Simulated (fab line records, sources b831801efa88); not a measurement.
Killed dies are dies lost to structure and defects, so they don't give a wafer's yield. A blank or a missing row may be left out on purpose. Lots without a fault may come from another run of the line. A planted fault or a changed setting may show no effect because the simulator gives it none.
A struck lot beside a sound one | flow sky130 | 17 steps out of a route of 708
Sound: wafers L682.1, L682.2, L682.4. Struck: wafer L689.5. The cause comes at the end.
At each step with rows: each side's tool, then ch and its chambers, then its first start. Under that, the readings that differ: sound wafers | struck wafers | difference of the means | sigmas: that difference in standard deviations of wafers without a fault.
alike: readings whose means differ by less than 2 such deviations, and words and numbers that are the same on both sides. not compared: withheld readings, readings that some wafer has no value for, bounds like >300 that may hide the same value, and numbers for which the record gives no deviation and whose values overlap.
The two part at a step that has a row with sigmas, a row that says differs or no value, or rows on one side only. Numbers that don't overlap but have no deviation are shown without sigmas and don't part them. A reading that every wafer of one side lacks parts them only if that side has two wafers or more.

first, 1 step without rows for these wafers: SKY_FIELD_ISO_DEVELOP_12 (develop time 60 s).
SKY_FIELD_ISO_CD_MEAS_13: target cd 150 nm.
  sound on cd_sem-01, day 2 15:37; struck on cd_sem-02, day 4 03:28
  reading    | sound             | struck | difference | sigmas
  cd_nm (nm) | 152.9 150.9 152.2 | 149.7  | -2.3       | -2
SKY_FIELD_ISO_ETCH_14: etches BARC in N2/H2, stops on SiO2, time 45.9 s, target depth 60 nm.
  sound on rie_diel-01 ch 0,1,2, day 2 15:44; struck on rie_diel-02 ch 1, day 4 03:32
  alike: chamber_pressure_mTorr, drypump_motor_current_A, h2_flow_sccm, oes_product_au, throttle_valve_pct
  not compared: rf_hours_counter_h
SKY_FIELD_ISO_ETCH_15: etches the open film in CHF3/O2, stops on Si, target depth 180 nm, time 72 s.
  sound on rie_diel-01 ch 0,1,2, day 2 15:46; struck on rie_diel-02 ch 1, day 4 03:35
  alike: O2_flow_sccm, chamber_pressure_mTorr, chf3_flow_sccm, drypump_motor_current_A, oes_product_au, throttle_valve_pct
  not compared: rf_hours_counter_h
SKY_FIELD_ISO_STRIP_16: strips in O2/N2.
  sound on plasma_asher-03 ch 0,1, day 2 15:50; struck on plasma_asher-01 ch 1, day 4 03:40
  alike: chamber_pressure_mTorr, drypump_motor_current_A, oes_product_au, strip_time_to_endpoint_s
  not compared: rf_hours_counter_h
SKY_FIELD_ISO_ETCH_17: etches Si in HBr/Cl2/O2, target depth 342 nm, time 97.7 s.
  sound on rie_si-02 ch 0,1,3, day 2 15:56; struck on rie_si-01 ch 3, day 4 03:44
  reading               | sound             | struck | difference | sigmas
  O2_flow_sccm (sccm)   | 6.006 6.005 6.024 | 5.961  | -0.051     | -3
  oes_product_au (a.u.) | 0.990 0.971 0.990 | 1.012  | +0.028     | +3
  alike: chamber_pressure_mTorr, drypump_motor_current_A, throttle_valve_pct
  not compared: rf_hours_counter_h
then, 5 steps without rows for these wafers: SKY_FIELD_ISO_WET_ETCH_18 (etches Si3N4 in H3PO4, target depth 25 nm, time 286 s); SKY_FIELD_ISO_CLEAN_19 (cleans in SC1/SC2, time 150 s); SKY_FIELD_ISO_CLEAN_20 (cleans in dHF, time 20 s); SKY_FIELD_ISO_WET_ETCH_21 (etches SiO2 in dHF, target depth 20 nm, time 400 s); SKY_FIELD_ISO_OXIDATION_22 (stabilise 600 s, purge 300 s, target thk 10 nm).
SKY_FIELD_ISO_THK_MEAS_23:
  sound on film_metro-04, day 2 17:28; struck on film_metro-04, day 4 05:50
  alike: FIELD_ISO_OXIDATION_01_THK
SKY_FIELD_ISO_CVD_24: deposits SiO2, target thk 595 nm, time 99.2 s.
  sound on hdpcvd-01 ch 0,1,2, day 2 17:32; struck on hdpcvd-01 ch 1, day 4 06:04
  reading                                    | sound           | struck | difference | sigmas
  model.SiO2_of_FIELD_ISO_CVD_24.thk_nm (nm) | 593.7 599.4 600 | 905.4  | +307.7     |
SKY_FIELD_ISO_THK_MEAS_25:
  sound on film_metro-04, day 2 17:36; struck on film_metro-01, day 4 06:23
  reading                   | sound       | struck | difference | sigmas
  FIELD_ISO_CVD_24_THK (nm) | 594 599 600 | 905    | +307       | +45
  not compared: hold
SKY_FIELD_ISO_CMP_27: polishes, stops on Si3N4, t overpolish 16 s, target thk 457.8 nm.
  sound on cmp-01 ch 1,2,3, day 2 19:10; struck on cmp-01 ch 3, day 4 11:56
  reading                | sound       | struck | difference | sigmas
  time_to_endpoint_s (s) | 114 117 117 | 179    | +63        | +19
  alike: motor_current_A
then, 1 step without rows for these wafers: SKY_FIELD_ISO_WET_ETCH_28 (etches SiO2 in dHF, target depth 23.7 nm, time 47 s).
-- the record jumps here: 44 days lie between the struck wafers' starts before and after (it left off in module FIELD_ISO and takes up again in module PAD_OPEN, whose first step shown is number 708 of the route) --
SKY_PAD_OPEN_PROBE_99:
  sound on prober-01, day 46 05:44; struck on prober-02, day 48 00:36
  reading             | sound    | struck | difference | sigmas
  killed_at_front_end | 8 14 7   | 24     | +14        | +3
  killed_dies         | 80 76 62 | 97     | +24        | +2
  alike: killed_at_M0_to_M3, killed_at_M4_up, killed_at_contacts, killed_at_other, killed_open, killed_short

WHERE THEY PART
First at SKY_FIELD_ISO_CD_MEAS_13; last, within this record, at SKY_PAD_OPEN_PROBE_99.

WHY: what the simulator had put in
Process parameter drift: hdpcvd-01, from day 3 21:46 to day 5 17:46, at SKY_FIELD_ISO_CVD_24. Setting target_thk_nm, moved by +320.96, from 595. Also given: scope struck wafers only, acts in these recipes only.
